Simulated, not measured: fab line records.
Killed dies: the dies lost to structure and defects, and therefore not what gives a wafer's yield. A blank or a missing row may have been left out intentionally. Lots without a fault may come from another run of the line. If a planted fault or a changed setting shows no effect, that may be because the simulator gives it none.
Commonality check across tools + flow gf180mcu + 15 lots, 45 wafers sampled

## REASON FOR OPENING
Of 15 lots, 3 have the reading HV_LDD_TW flagged at GF_HV_LDD_TW_MEAS_11. Wafers without a fault read 2417, standard deviation 10.
Rule: a lot is flagged in two cases, either no wafer of it has a number, or all its wafers with numbers fall more than 4 standard deviations from that mean. The other lots count as sound.

| lot  | measured     | on            | HV_LDD_TW, wafer by wafer | flag    |
|------|--------------|---------------|---------------------------|---------|
| L439 | day 10 16:12 | film metro-01 | 2393 2397 2409            |         |
| L440 | day 11 02:38 | film metro-01 | 2409 2422 2414            |         |
| L441 | day 11 07:50 | film metro-04 | 2420 2421 2416            |         |
| L442 | day 11 20:12 | film metro-01 | 2408 2416 2397            |         |
| L444 | day 12 16:31 | film metro-04 | 2418 2419 2416            |         |
| L445 | day 12 22:55 | film metro-04 | 2431 2438 2433            |         |
| L448 | day 13 09:32 | film metro-04 | 2417 2423 2423            |         |
| L450 | day 14 06:32 | film metro-04 | 30 30 30                  | FLAGGED |
| L451 | day 14 14:47 | film metro-04 | 30 30 30                  | FLAGGED |
| L452 | day 14 19:59 | film metro-01 | 30 30 30                  | FLAGGED |
| L453 | day 15 04:32 | film metro-03 | 2415 2411 2416            |         |
| L456 | day 16 01:15 | film metro-01 | 2410 2398 2412            |         |
| L458 | day 16 17:44 | film metro-04 | 2411 2415 2420            |         |
| L459 | day 16 22:30 | film metro-01 | 2410 2412 2398            |         |
| L460 | day 17 04:35 | film metro-03 | 2444 2437 2441            |         |
On average the flagged lots read 30, which is -2387 against the usual, or -99 or more standard deviations.

## LOT BY LOT: THE TOOL USED
The record holds 1 process step before the reading, out of a route of 602 steps. Each cell gives the tool, then ch followed by the chambers the sampled wafers passed through, then the start.
| lot  | flag    | GF_HV_LDD_IMPLANT_09            |
|------|---------|---------------------------------|
| L439 |         | implanter-01 ch 0, day 10 15:58 |
| L440 |         | implanter-02 ch 0, day 11 02:25 |
| L441 |         | implanter-03 ch 0, day 11 07:35 |
| L442 |         | implanter-03 ch 0, day 11 19:59 |
| L444 |         | implanter-03 ch 0, day 12 16:16 |
| L445 |         | implanter-01 ch 0, day 12 22:43 |
| L448 |         | implanter-01 ch 0, day 13 09:19 |
| L450 | FLAGGED | implanter-03, day 14 06:17      |
| L451 | FLAGGED | implanter-03, day 14 14:33      |
| L452 | FLAGGED | implanter-01, day 14 19:44      |
| L453 |         | implanter-01 ch 0, day 15 04:17 |
| L456 |         | implanter-03 ch 0, day 16 01:03 |
| L458 |         | implanter-01 ch 0, day 16 17:30 |
| L459 |         | implanter-01 ch 0, day 16 22:16 |
| L460 |         | implanter-01 ch 0, day 17 04:21 |
What these steps do:
- GF_HV_LDD_IMPLANT_09
- GF_HV_LDD_TW_MEAS_11

## FLAGGED AGAINST TOTAL, ONE TOOL AT A TIME (gauges that did the reading follow at the end)
| step                 | tool          | lots run | flagged | share of the flagged lots | sound lots run after its first flagged lot |
|----------------------|---------------|----------|---------|---------------------------|--------------------------------------------|
| GF_HV_LDD_IMPLANT_09 | implanter-01  | 8        | 1       | some                      | 4 (L453,L458,L459,L460)                    |
| GF_HV_LDD_IMPLANT_09 | implanter-02  | 1        | 0       | none                      | -                                          |
| GF_HV_LDD_IMPLANT_09 | implanter-03  | 6        | 2       | some                      | 1 (L456)                                   |
| GF_HV_LDD_TW_MEAS_11 | film metro-01 | 6        | 1       | some                      | 2 (L456,L459)                              |
| GF_HV_LDD_TW_MEAS_11 | film metro-03 | 2        | 0       | none                      | -                                          |
| GF_HV_LDD_TW_MEAS_11 | film metro-04 | 7        | 2       | some                      | 1 (L458)                                   |

## WHAT IS ALLOWED BY THE TABLE
No row of the table ran every flagged lot.

## WHAT THE SIMULATOR PUT IN
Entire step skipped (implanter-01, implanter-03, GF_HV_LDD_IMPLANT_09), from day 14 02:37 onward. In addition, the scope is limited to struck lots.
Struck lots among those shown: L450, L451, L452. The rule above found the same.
